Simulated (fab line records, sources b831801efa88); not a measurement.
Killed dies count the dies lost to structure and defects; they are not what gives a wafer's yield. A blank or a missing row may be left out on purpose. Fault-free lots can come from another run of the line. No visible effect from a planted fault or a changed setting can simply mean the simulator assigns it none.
Which of the tools did it? || flow gf180mcu || 12 lots with 36 wafers sampled at 6 steps, on a route of 602 steps

WHAT EACH GAUGE READ, for each wafer
GF_V2_OVL_MEAS_15.
{"lot": "L737", "measured": "day 20 04:21", "on": "overlay-01", "V2_OVL (nm)": "-6 3 3"}
{"lot": "L739", "measured": "day 20 17:16", "on": "overlay-01", "V2_OVL (nm)": "-11 -4 -9"}
{"lot": "L740", "measured": "day 21 09:06", "on": "overlay-02", "V2_OVL (nm)": "1 4 -1"}
{"lot": "L742", "measured": "day 22 04:13", "on": "overlay-02", "V2_OVL (nm)": "3 -7 -3"}
{"lot": "L743", "measured": "day 22 17:34", "on": "overlay-01", "V2_OVL (nm)": "-5 -10 -9"}
{"lot": "L749", "measured": "day 24 19:45", "on": "overlay-02", "V2_OVL (nm)": "5 1 2"}
{"lot": "L750", "measured": "day 24 22:16", "on": "overlay-02", "V2_OVL (nm)": "-1 -2 -2"}
{"lot": "L754", "measured": "day 26 01:49", "on": "overlay-01", "V2_OVL (nm)": "-3 -6 5"}
{"lot": "L755", "measured": "day 26 07:39", "on": "overlay-01", "V2_OVL (nm)": "-2 1 -6"}
{"lot": "L757", "measured": "day 26 19:16", "on": "overlay-01", "V2_OVL (nm)": "-5 -2 -2"}
{"lot": "L759", "measured": "day 27 12:27", "on": "overlay-02", "V2_OVL (nm)": "-4 -4 -2"}
{"lot": "L760", "measured": "day 27 14:28", "on": "overlay-02", "V2_OVL (nm)": "2 -4 5"}

GF_M3_RS_MEAS_05: measures by four-point-probe.
{"lot": "L737", "measured": "day 20 06:00", "on": "film metro-03", "M3_ALCU_RS (ohm/sq)": "0.0682 0.0686 0.0682"}
{"lot": "L739", "measured": "day 20 19:02", "on": "film metro-04", "M3_ALCU_RS (ohm/sq)": "0.0696 0.0687 0.0682"}
{"lot": "L740", "measured": "day 21 11:04", "on": "film metro-03", "M3_ALCU_RS (ohm/sq)": "0.0695 0.0700 0.0699"}
{"lot": "L742", "measured": "day 22 05:50", "on": "film metro-03", "M3_ALCU_RS (ohm/sq)": "0.0698 0.0692 0.0692"}
{"lot": "L743", "measured": "day 22 19:10", "on": "film metro-03", "M3_ALCU_RS (ohm/sq)": "0.0691 0.0696 0.0684"}
{"lot": "L749", "measured": "day 24 21:23", "on": "film metro-03", "M3_ALCU_RS (ohm/sq)": "0.0692 0.0698 0.0691"}
{"lot": "L750", "measured": "day 24 23:52", "on": "film metro-03", "M3_ALCU_RS (ohm/sq)": "0.0705 0.0709 0.0709"}
{"lot": "L754", "measured": "day 26 03:32", "on": "film metro-03", "M3_ALCU_RS (ohm/sq)": "0.0680 0.0680 0.0687"}
{"lot": "L755", "measured": "day 26 09:16", "on": "film metro-03", "M3_ALCU_RS (ohm/sq)": "0.0684 0.0683 0.0680"}
{"lot": "L757", "measured": "day 26 20:55", "on": "film metro-03", "M3_ALCU_RS (ohm/sq)": "0.0697 0.0704 0.0698"}
{"lot": "L759", "measured": "day 27 14:11", "on": "film metro-03", "M3_ALCU_RS (ohm/sq)": "0.0683 0.0686 0.0683"}
{"lot": "L760", "measured": "day 27 16:14", "on": "film metro-04", "M3_ALCU_RS (ohm/sq)": "0.0688 0.0677 0.0685"}

GF_V3_THK_MEAS_01.
{"lot": "L737", "measured": "day 21 07:59", "on": "film metro-01", "V3_CVD_00_THK (nm)": "604 595 606"}
{"lot": "L739", "measured": "day 21 21:13", "on": "film metro-02", "V3_CVD_00_THK (nm)": "604 596 605"}
{"lot": "L740", "measured": "day 22 11:54", "on": "film metro-03", "V3_CVD_00_THK (nm)": "589 592 590"}
{"lot": "L742", "measured": "day 23 05:52", "on": "film metro-01", "V3_CVD_00_THK (nm)": "595 595 599"}
{"lot": "L743", "measured": "day 23 19:09", "on": "film metro-03", "V3_CVD_00_THK (nm)": "604 596 591"}
{"lot": "L749", "measured": "day 25 19:45", "on": "film metro-03", "V3_CVD_00_THK (nm)": "1200 1210 1195"}
{"lot": "L750", "measured": "day 25 22:47", "on": "film metro-03", "V3_CVD_00_THK (nm)": "1234 1213 1246"}
{"lot": "L754", "measured": "day 27 01:11", "on": "film metro-01", "V3_CVD_00_THK (nm)": "602 616 611"}
{"lot": "L755", "measured": "day 27 07:11", "on": "film metro-01", "V3_CVD_00_THK (nm)": "603 596 604"}
{"lot": "L757", "measured": "day 27 17:58", "on": "film metro-03", "V3_CVD_00_THK (nm)": "592 591 587"}
{"lot": "L759", "measured": "day 28 10:29", "on": "film metro-01", "V3_CVD_00_THK (nm)": "600 604 604"}
{"lot": "L760", "measured": "day 28 12:46", "on": "film metro-03", "V3_CVD_00_THK (nm)": "593 592 588"}

GF_V3_BOW_MEAS_05.
{"lot": "L737", "measured": "day 21 08:28", "on": "film metro-01", "V3_BOW (um)": "112 112 116"}
{"lot": "L739", "measured": "day 21 21:43", "on": "film metro-03", "V3_BOW (um)": "123 114 119"}
{"lot": "L740", "measured": "day 22 12:24", "on": "film metro-02", "V3_BOW (um)": "114 102 95"}
{"lot": "L742", "measured": "day 23 06:21", "on": "film metro-02", "V3_BOW (um)": "115 140 127"}
{"lot": "L743", "measured": "day 23 19:38", "on": "film metro-01", "V3_BOW (um)": "110 108 104"}
{"lot": "L749", "measured": "day 25 20:15", "on": "film metro-03", "V3_BOW (um)": "150 162 146"}
{"lot": "L750", "measured": "day 25 23:24", "on": "film metro-03", "V3_BOW (um)": "146 160 156"}
{"lot": "L754", "measured": "day 27 01:42", "on": "film metro-03", "V3_BOW (um)": "117 109 133"}
{"lot": "L755", "measured": "day 27 07:43", "on": "film metro-02", "V3_BOW (um)": "111 114 105"}
{"lot": "L757", "measured": "day 27 18:43", "on": "film metro-01", "V3_BOW (um)": "114 121 119"}
{"lot": "L759", "measured": "day 28 10:59", "on": "film metro-01", "V3_BOW (um)": "125 123 124"}
{"lot": "L760", "measured": "day 28 13:17", "on": "film metro-03", "V3_BOW (um)": "119 124 121"}

TOOL THAT RAN EACH LOT (tool first, then ch and the chambers of the sampled wafers, then the start)
{"lot": "L737", "GF_V2_SPUTTER_22": "pvd sputter-03, day 20 05:07", "GF_V3_CVD_00": "hdpcvd-01 ch 1,2, day 21 07:52"}
{"lot": "L739", "GF_V2_SPUTTER_22": "pvd sputter-01, day 20 18:08", "GF_V3_CVD_00": "hdpcvd-02 ch 0,1,2, day 21 21:07"}
{"lot": "L740", "GF_V2_SPUTTER_22": "pvd sputter-04, day 21 10:12", "GF_V3_CVD_00": "hdpcvd-01 ch 0,1, day 22 11:49"}
{"lot": "L742", "GF_V2_SPUTTER_22": "pvd sputter-04, day 22 04:58", "GF_V3_CVD_00": "hdpcvd-02 ch 1,2, day 23 05:47"}
{"lot": "L743", "GF_V2_SPUTTER_22": "pvd sputter-01, day 22 18:19", "GF_V3_CVD_00": "hdpcvd-01 ch 0,1,2, day 23 19:05"}
{"lot": "L749", "GF_V2_SPUTTER_22": "pvd sputter-03, day 24 20:30", "GF_V3_CVD_00": "hdpcvd-01 ch 0,1,2, day 25 19:26"}
{"lot": "L750", "GF_V2_SPUTTER_22": "pvd sputter-04, day 24 23:01", "GF_V3_CVD_00": "hdpcvd-02 ch 0,1, day 25 22:28"}
{"lot": "L754", "GF_V2_SPUTTER_22": "pvd sputter-01, day 26 02:35", "GF_V3_CVD_00": "hdpcvd-02 ch 0,1,2, day 27 01:07"}
{"lot": "L755", "GF_V2_SPUTTER_22": "pvd sputter-04, day 26 08:25", "GF_V3_CVD_00": "hdpcvd-02 ch 0,1, day 27 07:07"}
{"lot": "L757", "GF_V2_SPUTTER_22": "pvd sputter-01, day 26 20:02", "GF_V3_CVD_00": "hdpcvd-02 ch 1,2, day 27 17:53"}
{"lot": "L759", "GF_V2_SPUTTER_22": "pvd sputter-04, day 27 13:13", "GF_V3_CVD_00": "hdpcvd-02 ch 0,1, day 28 10:25"}
{"lot": "L760", "GF_V2_SPUTTER_22": "pvd sputter-04, day 27 15:12", "GF_V3_CVD_00": "hdpcvd-01 ch 0,1,2, day 28 12:42"}
- GF_V2_SPUTTER_22: material TiN, target thk 10 nm, time 40 s.
- GF_V3_CVD_00: deposits SiO2, target thk 600 nm, time 100 s.

WHAT THE TOOLS THEMSELVES READ (means of the sampled wafers that have a number; where no wafer has one, the mark that the record gives instead)
GF_V2_SPUTTER_22.
{"lot": "L737", "tool": "pvd sputter-03", "throttle valve pct (%)": 30.0}
{"lot": "L739", "tool": "pvd sputter-01", "throttle valve pct (%)": 30.6}
{"lot": "L740", "tool": "pvd sputter-04", "throttle valve pct (%)": 29.5}
{"lot": "L742", "tool": "pvd sputter-04", "throttle valve pct (%)": 30.6}
{"lot": "L743", "tool": "pvd sputter-01", "throttle valve pct (%)": 30.4}
{"lot": "L749", "tool": "pvd sputter-03", "throttle valve pct (%)": 29.9}
{"lot": "L750", "tool": "pvd sputter-04", "throttle valve pct (%)": 29.5}
{"lot": "L754", "tool": "pvd sputter-01", "throttle valve pct (%)": 30.4}
{"lot": "L755", "tool": "pvd sputter-04", "throttle valve pct (%)": 29.4}
{"lot": "L757", "tool": "pvd sputter-01", "throttle valve pct (%)": 30.4}
{"lot": "L759", "tool": "pvd sputter-04", "throttle valve pct (%)": 30.1}
{"lot": "L760", "tool": "pvd sputter-04", "throttle valve pct (%)": 29.6}

THE ANSWER, worked out from the rows above alone
Rule: the usual values come from the lots themselves. Put in order of their means at a reading, lots are off if they are a third of the lots or fewer, leave a main group of 4 or more, and stand apart from it by a gap of 3 or more times the standard deviation of the main group's means; of several such gaps the widest counts. A main group is skipped when, at the precision printed for the reading in the tables above, its means are all equal. A lot without any number at a reading at which 4 lots or more have one is off too. Where the step has rows for the other lots, those lots are counted as sound. After the gauges, taken in route order, come the tools' own readings; for these a lot's mean is taken, as printed above. At the first step where some lot is off, the reading lying furthest off is the one used; lots without a number count as furthest.
Off: at GF_V3_THK_MEAS_01 (V3_CVD_00_THK), L749, L750. For the main group the mean is 598 nm and the standard deviation 6.1.
A tool fits if, at a process step before that reading, it ran every lot that is off, and no sound lot after the first of them. The gauges at GF_V3_THK_MEAS_01 are tried like those tools. None of those tried fits.

WHAT THE SIMULATOR HAD PUT IN
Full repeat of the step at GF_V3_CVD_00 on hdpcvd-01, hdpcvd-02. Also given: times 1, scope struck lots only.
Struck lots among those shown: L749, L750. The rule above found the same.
